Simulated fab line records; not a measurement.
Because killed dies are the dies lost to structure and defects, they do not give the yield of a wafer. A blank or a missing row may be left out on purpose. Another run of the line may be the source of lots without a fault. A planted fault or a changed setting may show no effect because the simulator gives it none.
Problem report in the 8D (eight disciplines) form, filled by code ; flow sky130 ; the parts of the form that need people (team, actions taken, sign-off) are left out

## 1. THE ISSUE
Wafers without a fault read 4.999e+12, standard deviation 5.7e+09; dose_ions_cm2 at SKY_LDD_N_IMPLANT_14 reads a mean of 3.673e+13 on 6 wafers belonging to 2 lots. So: +99 or more standard deviations from the usual mean.
First seen on wafer L195.2, day 21 21:25, on implanter-03. Wafers with a number at this step in the record: 42, from 14 lots. Rule for "out" (also "out of limits"): further than 4 standard deviations from the usual mean. The other wafers with a number count as sound.

## 2. WHAT IT IS AND WHAT IT IS NOT
question;is;is not
which readings at this step;dose_ions_cm2, faraday_current_uA;-
which lots;L195, L197;L185, L188, L189, L190, L193, L194, L196, L203, L204, L205, L206, L207
which wafers of those lots;all that have a number;-
read on which tools;implanter-03;implanter-01, implanter-04
when;from day 21 21:25;"up to then (18 sound wafers); but 18 sound wafers of L196, L203, L204, L205, L206, L207 came after"

## 3. WHAT RULES OUT EACH SUSPECT
Counting: a tool at any process step up to the reading remains a suspect when it ran all the lots that are out and ran no sound lot after the first of those.
- implanter-03 at SKY_LDD_N_IMPLANT_14: ruled out as a lasting fault. After its first lot that is out, L195 (day 21 21:25), sound lots L205, L206 ran on it.
Left after counting: nothing in the record.

## 4. THE CAUSE (what the simulator had put in)
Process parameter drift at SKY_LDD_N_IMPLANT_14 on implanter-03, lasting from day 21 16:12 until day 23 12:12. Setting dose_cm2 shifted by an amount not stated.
Counting ruled it out, wrongly.

## 5. SEQUENCE OF EFFECTS, ordered by route
Rows list readings where the struck wafers' mean (over those with a number) sits beyond 3 standard deviations from the usual. Readings are gone through only where the record gives a usual standard deviation; hours: the median, over the lots, of the time from a lot's start at the first step in this table giving one to that lot's start at this step; sigmas: the change measured in usual standard deviations.
hours;step;reading;usual;on struck wafers;change;sigmas
0;SKY_LDD_N_IMPLANT_14;dose_ions_cm2;4.999e+12;3.673e+13;+3.173e+13;+99 or more
0;SKY_LDD_N_IMPLANT_14;faraday_current_uA;28.2;209.1;+180.9;+99 or more
0;SKY_LDD_N_STRIP_16;strip_time_to_endpoint_s;4.315 s;4.397;+0.082;+5.5
Process steps it contains:
- SKY_LDD_N_IMPLANT_14
- SKY_LDD_N_STRIP_16: strips in O2/N2.

## 6. WHAT WOULD HAVE CAUGHT IT SOONER
The fault began at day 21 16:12; the first out-of-limits reading in this record came at day 21 21:25, 5 hours later.
